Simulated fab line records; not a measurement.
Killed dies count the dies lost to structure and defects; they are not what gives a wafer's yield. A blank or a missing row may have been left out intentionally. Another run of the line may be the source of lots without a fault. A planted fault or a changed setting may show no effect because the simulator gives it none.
A struck lot beside a sound one || flow sky130 || 15 out of 708 route steps
Sound: these wafers, L101.1, L101.5, L101.6. Struck: wafer L104.5 (left out: L104.2, L104.6 of the same lot, which were not struck); the cause appears at the end.
Each step with rows lists, per side, the tool, then ch with its chambers, then its first start. Under that, the readings that differ: sound wafers || struck wafers || difference of the means || sigmas: that difference in standard deviations of wafers without a fault.
alike: a reading whose means differ by less than 2 such deviations, as well as words and numbers matching on both sides. not compared: withheld readings; readings where some wafer has no value; bounds like >300 that might hide an equal value; numbers whose values overlap and for which the record gives no deviation.
The two part at a step that has a row with sigmas, a row that says differs or no value, or rows on one side only. When numbers do not overlap yet have no deviation, they are printed without sigmas and do not part them. A reading that every wafer of one side lacks parts them only if that side has two wafers or more.

first, 4 steps without rows for these wafers: SKY_LDD_N_IMPLANT_12; SKY_LDD_N_IMPLANT_13; SKY_LDD_N_IMPLANT_14; SKY_LDD_N_IMPLANT_15.
SKY_LDD_N_STRIP_16: strips in O2/N2.
  sound on plasmaAsher-04 ch 0,1, day 22 10:56; struck on plasmaAsher-02 ch 0, day 23 03:55
  alike: chamberPressureMTorr, drypumpMotorCurrentA, o2FlowSccm, oesProductAu, stripTimeToEndpointS
  not compared: rfHoursCounterH
SKY_LDD_N_TW_MEAS_17:
  sound: filmMetro-02 at day 22 11:02; struck: filmMetro-03 at day 23 04:01
  alike: LDD_N_TW
then, 6 steps without rows for these wafers: SKY_LDD_P_DEHYDRATE_00 (time 60 s); SKY_LDD_P_HMDS_01 (prime time 60 s); SKY_LDD_P_COAT_02 (resist thk 1140 nm); SKY_LDD_P_SOFTBAKE_03 (time 60 s); SKY_LDD_P_EXPOSE_04 (exposes mask PSDM, target cd 380 nm); SKY_LDD_P_PEB_05.
SKY_LDD_P_DEVELOP_06: develop time 60 s.
  sound on lithoTrack-02 ch 0, day 23 16:37; struck on lithoTrack-02 ch 0, day 24 09:23
SKY_LDD_P_CD_MEAS_07: the cd target is 380 nm.
  sound: cdSem-01 at day 23 16:46; struck: cdSem-02 at day 24 09:32
{"reading": "cdNm (nm)", "sound": "379.2 380.2 382.7", "struck": 389.9, "difference": "+9.2", "sigmas": "+4"}
SKY_LDD_P_OVL_MEAS_08:
  sound: overlay-01 at day 23 16:53; struck: overlay-02 at day 24 09:38
  alike: LDD_P_OVL

== WHERE THEY PART ==
Only at SKY_LDD_P_CD_MEAS_07, within this record. Later steps at which nothing parts them and some readings are alike: SKY_LDD_P_OVL_MEAS_08.

WHY: what the simulator had put in
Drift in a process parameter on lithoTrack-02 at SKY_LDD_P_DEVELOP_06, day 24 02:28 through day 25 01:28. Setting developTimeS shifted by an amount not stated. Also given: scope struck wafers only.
